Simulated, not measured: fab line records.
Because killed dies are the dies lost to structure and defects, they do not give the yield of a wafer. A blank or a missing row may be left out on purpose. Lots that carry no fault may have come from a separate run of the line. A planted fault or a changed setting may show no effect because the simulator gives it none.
Which tool is to blame? + flow gf180mcu + Sampling: 14 lots, 42 wafers, 4 of 602 route steps

## WHAT THE GAUGES SHOWED, per wafer
GF_MVPSD_OVL_MEAS_07.
| lot  | measured     | on         | MVPSD_OVL (nm) |
|------|--------------|------------|----------------|
| L503 | day 5 13:28  | overlay-01 | -3.5 -3.1 -1.0 |
| L505 | day 6 01:23  | overlay-02 | -1.6 -0.8 -0.3 |
| L504 | day 6 01:58  | overlay-01 | -0.3 -1.3 1.6  |
| L506 | day 6 06:29  | overlay-02 | 0.6 1.5 0.7    |
| L508 | day 6 21:31  | overlay-02 | -3.8 -3.2 -3.0 |
| L509 | day 7 06:01  | overlay-02 | 0.8 2.3 0.8    |
| L511 | day 7 07:52  | overlay-02 | 1.4 0.2 0.1    |
| L512 | day 7 11:16  | overlay-02 | 0.9 0.4 -0.3   |
| L513 | day 7 19:22  | overlay-02 | -1.4 -0.3 -1.9 |
| L514 | day 8 04:55  | overlay-02 | 0.9 2.5 3.2    |
| L515 | day 8 08:13  | overlay-01 | -0.7 -1.7 1.9  |
| L517 | day 8 19:01  | overlay-02 | 0.5 0.4 -3.5   |
| L522 | day 10 05:07 | overlay-01 | 0.3 -1.1 -1.5  |
| L525 | day 11 01:06 | overlay-01 | -0.3 0.8 -2.1  |

GF_DUAL_GATE_THK_MEAS_03.
| lot  | measured     | on            | DUAL_GATE_OXIDATION_00_THK (nm) |
|------|--------------|---------------|---------------------------------|
| L503 | day 8 08:33  | film metro-03 | 10.98 10.91 11.00               |
| L505 | day 8 21:05  | film metro-01 | 11.26 11.23 10.96               |
| L504 | day 8 23:15  | film metro-01 | 11.03 10.87 10.84               |
| L506 | day 9 03:29  | film metro-02 | 10.87 10.87 10.81               |
| L508 | day 9 20:01  | film metro-02 | 11.14 11.03 11.09               |
| L509 | day 10 06:34 | film metro-02 | 10.98 10.87 10.98               |
| L511 | day 10 09:05 | film metro-01 | 11.28 11.31 11.28               |
| L512 | day 10 10:31 | film metro-03 | 11.47 11.67 11.76               |
| L513 | day 10 20:12 | film metro-02 | 11.37 11.53 11.39               |
| L514 | day 11 08:43 | film metro-02 | 11.10 11.37 11.12               |
| L515 | day 11 12:08 | film metro-02 | 11.10 10.94 10.96               |
| L517 | day 11 22:38 | film metro-02 | 11.06 11.13 11.22               |
| L522 | day 13 14:19 | film metro-02 | 11.10 11.15 11.03               |
| L525 | day 14 12:35 | film metro-02 | 10.87 10.86 10.65               |

GF_HV_LDD_TW_MEAS_38.
| lot  | measured     | on            | HV_LDD_3_TW    |
|------|--------------|---------------|----------------|
| L503 | day 12 10:28 | film metro-01 | 1453 1454 1446 |
| L505 | day 13 00:10 | film metro-03 | 1416 1425 1420 |
| L504 | day 13 02:13 | film metro-04 | 1455 1458 1454 |
| L506 | day 13 07:53 | film metro-03 | 1429 1420 1430 |
| L508 | day 14 02:59 | film metro-01 | 1452 1448 1449 |
| L509 | day 14 19:11 | film metro-04 | 1441 1446 1437 |
| L511 | day 14 21:25 | film metro-01 | 1449 1449 1458 |
| L512 | day 14 22:13 | film metro-03 | 1414 1413 1416 |
| L513 | day 15 06:28 | film metro-03 | 1405 1410 1417 |
| L514 | day 15 22:04 | film metro-04 | 1453 1461 1457 |
| L515 | day 16 02:10 | film metro-03 | 1415 1421 1414 |
| L517 | day 16 20:49 | film metro-04 | 1453 1455 1456 |
| L522 | day 18 14:22 | film metro-04 | 1453 1456 1445 |
| L525 | day 19 15:35 | film metro-01 | 1452 1454 1449 |

## TOOL THAT RAN EACH LOT (tool first, then ch and the chambers of the sampled wafers, then the start)
| lot  | GF_DUAL_GATE_STRIP_13                |
|------|--------------------------------------|
| L503 | plasma asher-04 ch 0,1, day 9 01:40  |
| L505 | plasma asher-04 ch 0,1, day 9 14:08  |
| L504 | plasma asher-03 ch 0,1, day 9 16:14  |
| L506 | plasma asher-03 ch 0,1, day 9 21:19  |
| L508 | plasma asher-01 ch 0,1, day 10 13:31 |
| L509 | plasma asher-03 ch 0,1, day 11 01:02 |
| L511 | plasma asher-01 ch 0,1, day 11 02:55 |
| L512 | plasma asher-04 ch 0,1, day 11 05:44 |
| L513 | plasma asher-03 ch 0, day 11 14:52   |
| L514 | plasma asher-03 ch 0,1, day 12 03:16 |
| L515 | plasma asher-03 ch 0,1, day 12 07:32 |
| L517 | plasma asher-03 ch 0,1, day 12 21:19 |
| L522 | plasma asher-01 ch 0,1, day 14 11:19 |
| L525 | plasma asher-03 ch 0, day 15 10:28   |
- GF_DUAL_GATE_STRIP_13: strips in O2/N2.

## WHAT THE TOOLS THEMSELVES READ (means of the sampled wafers that have a number; where no wafer has one, the mark that the record gives instead)
GF_DUAL_GATE_STRIP_13.
| lot  | tool            | drypump motor current A (A) | heater power w (W) | oes product au (a.u.) | strip time to endpoint s (s) |
|------|-----------------|-----------------------------|--------------------|-----------------------|------------------------------|
| L503 | plasma asher-04 | 5.3                         | 370                | 0.719                 | 12.65                        |
| L505 | plasma asher-04 | 5.3                         | 365                | 0.720                 | 12.61                        |
| L504 | plasma asher-03 | 5.6                         | 365                | 0.711                 | 12.67                        |
| L506 | plasma asher-03 | 5.6                         | 370                | 0.717                 | 12.60                        |
| L508 | plasma asher-01 | 5.8                         | 326                | 0.709                 | 12.63                        |
| L509 | plasma asher-03 | 5.2                         | 333                | 0.715                 | 12.63                        |
| L511 | plasma asher-01 | 5.8                         | 324                | 0.713                 | 12.60                        |
| L512 | plasma asher-04 | 5.2                         | 361                | 0.715                 | 12.65                        |
| L513 | plasma asher-03 | 6.0                         | 401                | 0.713                 | 12.66                        |
| L514 | plasma asher-03 | 5.2                         | 332                | 0.714                 | 12.63                        |
| L515 | plasma asher-03 | 5.6                         | 366                | 0.739                 | 11.29                        |
| L517 | plasma asher-03 | 5.2                         | 338                | 0.728                 | 11.91                        |
| L522 | plasma asher-01 | 5.9                         | 322                | 0.722                 | 12.67                        |
| L525 | plasma asher-03 | 6.0                         | 395                | 0.714                 | 12.64                        |

## THE ANSWER, worked out from the rows above alone
Rule: the lots themselves supply what counts as usual. The widest of any qualifying gaps counts: lots, ordered by their means at a reading, are off when they make up no more than a third of the lots, leave a main group of 4 or more, and stand apart from it by 3 or more times the standard deviation of that group's means. A main group is skipped when, at the precision printed for the reading in the tables above, its means are all equal. Also off: a lot with no number at a reading for which 4 or more lots have one. All remaining lots with rows at the step are treated as sound. After the gauges, taken in route order, come the tools' own readings; for these a lot's mean is taken, as printed above. The first step at which some lot is off is used, and at that step the reading that is off furthest; a lot without a number counts as furthest.
Off: L515, L517 (GF_DUAL_GATE_STRIP_13, strip time to endpoint s). The main group has a mean of 12.64 s with a standard deviation of 0.024.
If a tool, at that step or one of the process steps before it, ran each lot that is off and ran no sound lot following the first of them, it fits. None of those tried fits.

## WHAT HAD BEEN PUT IN BY THE SIMULATOR
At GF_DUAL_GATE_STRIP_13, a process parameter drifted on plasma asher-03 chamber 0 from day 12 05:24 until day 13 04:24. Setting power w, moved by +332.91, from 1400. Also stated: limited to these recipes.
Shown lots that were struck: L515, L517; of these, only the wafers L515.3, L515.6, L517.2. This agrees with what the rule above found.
